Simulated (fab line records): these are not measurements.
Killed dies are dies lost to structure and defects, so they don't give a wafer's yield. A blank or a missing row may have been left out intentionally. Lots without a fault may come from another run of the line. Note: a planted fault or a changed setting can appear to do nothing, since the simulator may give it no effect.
What tool caused it?    flow sky130    24 lots with 72 wafers sampled at 6 steps, on a route of 708 steps

== WHAT EACH GAUGE READ, for each wafer ==
SKY_SPACER_THK_MEAS_01. Usual: SPACER_CVD_00_THK typically reads 43.2 nm, with standard deviation 0.4.
lot   measured      on            SPACER_CVD_00_THK (nm)  flag
L074  day 23 04:43  filmMetro-03  43.1 43.3 43.2          
L075  day 23 18:16  filmMetro-03  43.3 43.2 43.5          
L076  day 24 01:05  filmMetro-02  44.0 43.8 44.1          
L077  day 24 20:34  filmMetro-03  43.4 43.4 43.3          
L078  day 24 21:46  filmMetro-01  42.8 42.4 42.5          
L079  day 25 11:34  filmMetro-03  43.0 43.1 42.9          
L080  day 25 23:56  filmMetro-01  43.2 43.4 43.5          
L081  day 26 08:44  filmMetro-01  43.2 43.3 43.5          
L082  day 27 04:42  filmMetro-03  42.7 42.7 43.0          
L083  day 27 11:43  filmMetro-02  43.9 43.6 44.1          
L084  day 27 17:05  filmMetro-02  42.3 42.5 42.8          
L086  day 27 19:35  filmMetro-02  42.3 42.4 42.8          
L085  day 27 23:13  filmMetro-01  43.6 43.4 43.5          
L087  day 28 08:59  filmMetro-02  43.3 43.4 43.0          
L088  day 28 13:05  filmMetro-03  43.1 43.1 43.0          
L089  day 28 22:53  filmMetro-03  42.7 43.1 43.3          
L090  day 29 00:28  filmMetro-03  43.2 43.5 42.9          
L091  day 29 12:25  filmMetro-01  43.8 43.2 43.3          
L092  day 29 17:52  filmMetro-01  43.2 43.4 43.4          
L093  day 30 00:46  filmMetro-02  43.1 43.3 43.7          
L095  day 30 21:38  filmMetro-03  42.4 42.7 42.4          
L094  day 31 00:58  filmMetro-01  42.9 43.0 43.0          
L096  day 31 00:59  filmMetro-03  42.8 42.8 42.9          
L097  day 31 06:30  filmMetro-02  43.8 44.0 43.5          

SKY_METAL1_RS_MEAS_05: measures by four-point-probe. Usual: METAL1_ALCU_RS typically reads 0.1273 ohm/sq, with standard deviation 0.0017.
lot   measured      on            METAL1_ALCU_RS (ohm/sq)  flag
L074  day 32 01:20  filmMetro-02  0.1267 0.1256 0.1279     
L075  day 32 11:06  filmMetro-01  0.1282 0.1266 0.1288     
L076  day 32 18:49  filmMetro-01  0.1255 0.1263 0.1252     
L077  day 33 12:02  filmMetro-01  0.1264 0.1273 0.1268     
L078  day 33 12:32  filmMetro-03  0.1311 0.1307 0.1298     
L079  day 33 23:46  filmMetro-03  0.1267 0.1268 0.1286     
L080  day 34 12:59  filmMetro-02  0.1251 0.1253 0.1252     
L081  day 34 18:25  filmMetro-01  0.1240 0.1283 0.1248     
L082  day 35 15:30  filmMetro-01  0.1285 0.1294 0.1271     
L083  day 35 19:58  filmMetro-01  0.1289 0.1305 0.1280     
L084  day 35 23:10  filmMetro-03  0.1273 0.1295 0.1279     
L086  day 36 04:06  filmMetro-03  0.1257 0.1256 0.1255     
L085  day 36 05:27  filmMetro-02  0.1256 0.1286 0.1245     
L087  day 36 16:47  filmMetro-03  0.1283 0.1264 0.1269     
L088  day 36 19:18  filmMetro-01  0.1237 0.1253 0.1254     
L089  day 37 05:32  filmMetro-02  0.1282 0.1284 0.1285     
L090  day 37 06:41  filmMetro-02  0.1293 0.1290 0.1297     
L091  day 37 15:55  filmMetro-03  0.1280 0.1261 0.1251     
L092  day 37 21:07  filmMetro-02  0.1288 0.1269 0.1286     
L093  day 38 03:38  filmMetro-03  0.1284 0.1292 0.1294     
L095  day 38 22:52  filmMetro-02  0.1284 0.1253 0.1271     
L094  day 39 03:33  filmMetro-01  0.1268 0.1279 0.1266     
L096  day 39 07:28  filmMetro-01  0.1291 0.1250 0.1262     
L097  day 39 07:36  filmMetro-02  0.1263 0.1282 0.1278     

SKY_VIA4_RS_MEAS_19: measures by four-point-probe. Usual: VIA4_W_RS typically reads 0.2292 ohm/sq, with standard deviation 0.0025.
lot   measured      on            VIA4_W_RS (ohm/sq)    flag
L074  day 43 08:33  filmMetro-01  0.2302 0.2256 0.2263  
L075  day 43 16:04  filmMetro-04  0.2275 0.2305 0.2293  
L076  day 43 23:08  filmMetro-02  0.2326 0.2308 0.2286  
L077  day 44 13:01  filmMetro-02  0.2258 0.2258 0.2257  
L078  day 44 14:32  filmMetro-04  0.2284 0.2286 0.2255  
L079  day 44 23:59  filmMetro-04  0.2292 0.2317 0.2344  
L080  day 45 07:16  filmMetro-04  0.2316 0.2304 0.2309  
L081  day 45 13:43  filmMetro-02  0.2301 0.2282 0.2319  
L082  day 46 06:47  filmMetro-01  0.2253 0.2303 0.2305  
L083  day 46 12:54  filmMetro-04  0.2315 0.2298 0.2291  
L084  day 46 13:01  filmMetro-02  0.2286 0.2301 0.2361  
L086  day 46 19:13  filmMetro-04  0.2311 0.2319 0.2313  
L085  day 46 17:40  filmMetro-01  0.2300 0.2300 0.2310  
L087  day 47 01:50  filmMetro-04  0.2324 0.2307 0.2295  
L088  day 47 03:49  filmMetro-02  0.2330 0.2316 0.2295  
L089  day 47 14:10  filmMetro-01  0.2321 0.2332 0.2312  
L090  day 47 15:29  filmMetro-04  0.2306 0.2280 0.2298  
L091  day 47 21:28  filmMetro-02  0.2261 0.2296 0.2289  
L092  day 47 23:55  filmMetro-04  0.2288 0.2279 0.2238  
L093  day 48 07:07  filmMetro-01  0.2271 0.2296 0.2271  
L095  day 48 20:19  filmMetro-04  0.2293 0.2271 0.2296  
L094  day 49 00:22  filmMetro-02  0.2245 0.2254 0.2224  
L096  day 49 01:31  filmMetro-02  0.2280 0.2249 0.2256  
L097  day 49 02:34  filmMetro-04  0.2255 0.2248 0.2234  

== WHAT TOOL EACH LOT RAN ON (gives the tool, then ch and the chambers of the sampled wafers, and finally the start) ==
lot   SKY_VIA1_SPUTTER_20          SKY_METAL2_SPUTTER_02        SKY_METAL2_SPUTTER_04
L074  pvdSputter-01, day 34 09:23  pvdSputter-02, day 34 10:04  pvdSputter-02, day 34 10:07
L075  pvdSputter-01, day 34 20:01  pvdSputter-04, day 34 20:41  pvdSputter-04, day 34 20:44
L076  pvdSputter-01, day 35 03:19  pvdSputter-04, day 35 04:00  pvdSputter-04, day 35 04:02
L077  pvdSputter-02, day 35 20:38  pvdSputter-02, day 35 21:19  pvdSputter-02, day 35 21:21
L078  pvdSputter-01, day 35 20:56  pvdSputter-04, day 35 21:37  pvdSputter-04, day 35 21:40
L079  pvdSputter-03, day 36 07:59  pvdSputter-04, day 36 08:40  pvdSputter-04, day 36 08:42
L080  pvdSputter-03, day 36 20:25  pvdSputter-01, day 36 21:05  pvdSputter-01, day 36 21:08
L081  pvdSputter-03, day 37 01:28  pvdSputter-01, day 37 02:09  pvdSputter-01, day 37 02:11
L082  pvdSputter-02, day 37 22:17  pvdSputter-01, day 37 22:58  pvdSputter-01, day 37 23:00
L083  pvdSputter-01, day 38 03:29  pvdSputter-02, day 38 04:10  pvdSputter-02, day 38 04:13
L084  pvdSputter-03, day 38 06:19  pvdSputter-02, day 38 07:00  pvdSputter-02, day 38 07:02
L086  pvdSputter-03, day 38 10:44  pvdSputter-02, day 38 11:25  pvdSputter-02, day 38 11:28
L085  pvdSputter-03, day 38 11:35  pvdSputter-02, day 38 12:16  pvdSputter-02, day 38 12:19
L087  pvdSputter-03, day 38 23:00  pvdSputter-04, day 38 23:41  pvdSputter-04, day 38 23:43
L088  pvdSputter-02, day 39 01:18  pvdSputter-01, day 39 01:59  pvdSputter-01, day 39 02:01
L089  pvdSputter-02, day 39 11:07  pvdSputter-01, day 39 12:17  pvdSputter-01, day 39 12:19
L090  pvdSputter-03, day 39 12:12  pvdSputter-04, day 39 12:53  pvdSputter-04, day 39 12:55
L091  pvdSputter-03, day 39 21:58  pvdSputter-04, day 39 22:39  pvdSputter-04, day 39 22:41
L092  pvdSputter-01, day 40 02:31  pvdSputter-04, day 40 03:12  pvdSputter-04, day 40 03:14
L093  pvdSputter-03, day 40 09:01  pvdSputter-04, day 40 09:42  pvdSputter-04, day 40 09:44
L095  pvdSputter-03, day 41 02:42  pvdSputter-04, day 41 03:23  pvdSputter-04, day 41 03:26
L094  pvdSputter-01, day 41 08:02  pvdSputter-04, day 41 08:43  pvdSputter-04, day 41 08:45
L096  pvdSputter-01, day 41 09:37  pvdSputter-02, day 41 10:18  pvdSputter-02, day 41 10:20
L097  pvdSputter-01, day 41 11:20  pvdSputter-02, day 41 12:01  pvdSputter-02, day 41 12:04
- SKY_VIA1_SPUTTER_20: material TiN, target thk 20 nm, time 80 s.
- SKY_METAL2_SPUTTER_02: material AlCu, target thk 250 nm, time 13.3 s.
- SKY_METAL2_SPUTTER_04: material TiN, target thk 70 nm, time 58.3 s.

== AS READ BY THE TOOLS THEMSELVES (means over the sampled wafers that have a number; for cases with no such wafer, the mark the record gives instead) ==
SKY_VIA1_SPUTTER_20. Usual: throttleValvePct 29.6 %, standard deviation 1.3.
lot   tool           throttleValvePct (%)  flag
L074  pvdSputter-01  30.1                  
L075  pvdSputter-01  29.7                  
L076  pvdSputter-01  29.7                  
L077  pvdSputter-02  30.7                  
L078  pvdSputter-01  29.5                  
L079  pvdSputter-03  28.8                  
L080  pvdSputter-03  28.8                  
L081  pvdSputter-03  30.1                  
L082  pvdSputter-02  29.8                  
L083  pvdSputter-01  29.3                  
L084  pvdSputter-03  28.8                  
L086  pvdSputter-03  29.8                  
L085  pvdSputter-03  29.1                  
L087  pvdSputter-03  28.0                  
L088  pvdSputter-02  30.2                  
L089  pvdSputter-02  29.8                  
L090  pvdSputter-03  28.7                  
L091  pvdSputter-03  29.0                  
L092  pvdSputter-01  30.5                  
L093  pvdSputter-03  29.2                  
L095  pvdSputter-03  29.0                  
L094  pvdSputter-01  29.4                  
L096  pvdSputter-01  29.6                  
L097  pvdSputter-01  29.7                  

SKY_METAL2_SPUTTER_02. Usual: throttleValvePct 29.9 %, standard deviation 0.87.
lot   tool           throttleValvePct (%)  flag
L074  pvdSputter-02  30.1                  
L075  pvdSputter-04  30.2                  
L076  pvdSputter-04  29.6                  
L077  pvdSputter-02  30.7                  
L078  pvdSputter-04  29.7                  
L079  pvdSputter-04  30.0                  
L080  pvdSputter-01  29.5                  
L081  pvdSputter-01  29.6                  
L082  pvdSputter-01  29.7                  
L083  pvdSputter-02  30.6                  
L084  pvdSputter-02  31.1                  
L086  pvdSputter-02  29.6                  
L085  pvdSputter-02  29.9                  
L087  pvdSputter-04  30.1                  
L088  pvdSputter-01  29.7                  
L089  pvdSputter-01  30.1                  
L090  pvdSputter-04  30.1                  
L091  pvdSputter-04  30.2                  
L092  pvdSputter-04  29.7                  
L093  pvdSputter-04  29.2                  
L095  pvdSputter-04  29.9                  
L094  pvdSputter-04  29.6                  
L096  pvdSputter-02  30.2                  
L097  pvdSputter-02  29.0                  

SKY_METAL2_SPUTTER_04. Usual: throttleValvePct 29.9 %, standard deviation 0.88.
lot   tool           throttleValvePct (%)  flag
L074  pvdSputter-02  30.1                  
L075  pvdSputter-04  30.3                  
L076  pvdSputter-04  29.6                  
L077  pvdSputter-02  30.9                  
L078  pvdSputter-04  29.7                  
L079  pvdSputter-04  29.9                  
L080  pvdSputter-01  29.4                  
L081  pvdSputter-01  29.8                  
L082  pvdSputter-01  29.6                  
L083  pvdSputter-02  30.6                  
L084  pvdSputter-02  31.1                  
L086  pvdSputter-02  29.5                  
L085  pvdSputter-02  29.8                  
L087  pvdSputter-04  30.0                  
L088  pvdSputter-01  29.7                  
L089  pvdSputter-01  30.2                  
L090  pvdSputter-04  30.0                  
L091  pvdSputter-04  30.2                  
L092  pvdSputter-04  29.9                  
L093  pvdSputter-04  29.3                  
L095  pvdSputter-04  29.8                  
L094  pvdSputter-04  29.6                  
L096  pvdSputter-02  30.4                  
L097  pvdSputter-02  29.1                  

== THE ANSWER, worked out from the rows above alone ==
Rule: a lot counts as off when the mean over its wafers that have a number is more than 3 standard deviations away from the usual mean. A lot without any number at a reading at which 4 lots or more have one is off too. The other lots that the step has rows for count as sound. The gauges are gone through in route order, then the tools' own readings, and for those a lot's mean is taken as printed above. At the first step where some lot is off, the reading lying furthest off is the one used; lots without a number count as furthest.
No lot is off on any of the readings shown, so nothing can be concluded from this.

== WHAT THE SIMULATOR HAD INSERTED ==
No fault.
